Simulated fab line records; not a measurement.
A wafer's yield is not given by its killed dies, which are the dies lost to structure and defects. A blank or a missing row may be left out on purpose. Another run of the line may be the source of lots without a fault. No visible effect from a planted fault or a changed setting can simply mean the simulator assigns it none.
Problem report, 8D (eight disciplines) form, completed by code	flow sky130	the parts of the form that need people (team, actions taken, sign-off) are left out

1. WHAT WENT WRONG
VT_ADJUST_HVTP_TW at SKY_VT_ADJUST_HVTP_TW_MEAS_11 reads a mean of 1537 on 6 wafers of 2 lots; wafers without a fault read 1367 with a standard deviation of 13. Measured from the usual mean, that is +13 standard deviations.
Earliest sighting: wafer L419.1 on filmMetro-04 at day 6 17:49. The record has a number at this step for 39 wafers belonging to 13 lots. The rule behind "out" and "out of limits": a value lying over 4 standard deviations away from the usual mean. Any other wafer with a number is counted as sound.

2. WHAT THIS IS AND IS NOT
question	is	is not
which readings at this step	VT_ADJUST_HVTP_TW	-
which lots	L419, L424	L416, L428, L429, L430, L433, L434, L435, L436, L437, L438, L439
which wafers of those lots	all that have a number	-
read on which gauges	filmMetro-02, filmMetro-04	filmMetro-03
when	from day 6 17:49	up to then (3 sound wafers); but 30 sound wafers of L428, L429, L430, L433, L434, L435, L436, L437, L438, L439 came after

3. WHAT RULES OUT EACH SUSPECT
Counting: a tool at a process step up to the reading stays a suspect if it ran every lot that is out and no sound lot after the first of them.
- ruled out: the gauge at SKY_VT_ADJUST_HVTP_TW_MEAS_11. Those wafers that are out were read across 2 gauges (filmMetro-02, filmMetro-04).
- implanter-01 at SKY_VT_ADJUST_HVTP_IMPLANT_09: ruled out as a lasting fault. Following L419 (day 6 17:34), the first lot on it that is out, the sound lots L438 were run on it.
Left after counting: nothing in the record.

4. THE CAUSE (what the simulator had put in)
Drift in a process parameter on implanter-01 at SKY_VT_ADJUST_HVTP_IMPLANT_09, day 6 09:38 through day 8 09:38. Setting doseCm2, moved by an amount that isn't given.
Counting ruled it out, wrongly: the rule takes a fault to strike every lot that its tool runs from its start on, and this one did not.

5. THE CHAIN OF EFFECTS, in route order
One row per reading whose mean, taken over the struck wafers that have a number, lies over 3 standard deviations from the usual. Scope: only readings with a usual standard deviation given in the record; hours: median across lots of the time from each lot's start at the first step in this table that gives one to its start at this step; sigmas: change in usual standard deviations.
hours	step	reading	usual	on struck wafers	change	sigmas
0	SKY_VT_ADJUST_HVTP_IMPLANT_09	doseIonsCm2	4.3e+12	6.2e+12	+1.9e+12	+99 or more
0	SKY_VT_ADJUST_HVTP_IMPLANT_09	faradayCurrentUA	24.3	35.1	+10.8	+22
0	SKY_VT_ADJUST_HVTP_TW_MEAS_11	VT_ADJUST_HVTP_TW	1367	1537	+170	+13
The process steps in it:
- SKY_VT_ADJUST_HVTP_IMPLANT_09
Later steps that measure or inspect, where all struck wafers having a row at the step show a number for every such reading and not one has moved that far: SKY_VT_ADJUST_HVTR_OVL_MEAS_08.

6. WHAT WOULD HAVE CAUGHT IT SOONER
8 hours passed between the start of the fault at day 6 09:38 and the first reading out of limits at a measuring or inspecting step in this record, taken at day 6 17:49.
At SKY_VT_ADJUST_HVTP_IMPLANT_09, the tool's own readings (doseIonsCm2, faradayCurrentUA) were out on each struck wafer the step has a row for, so an alarm limit on them would have fired on the first such wafer.
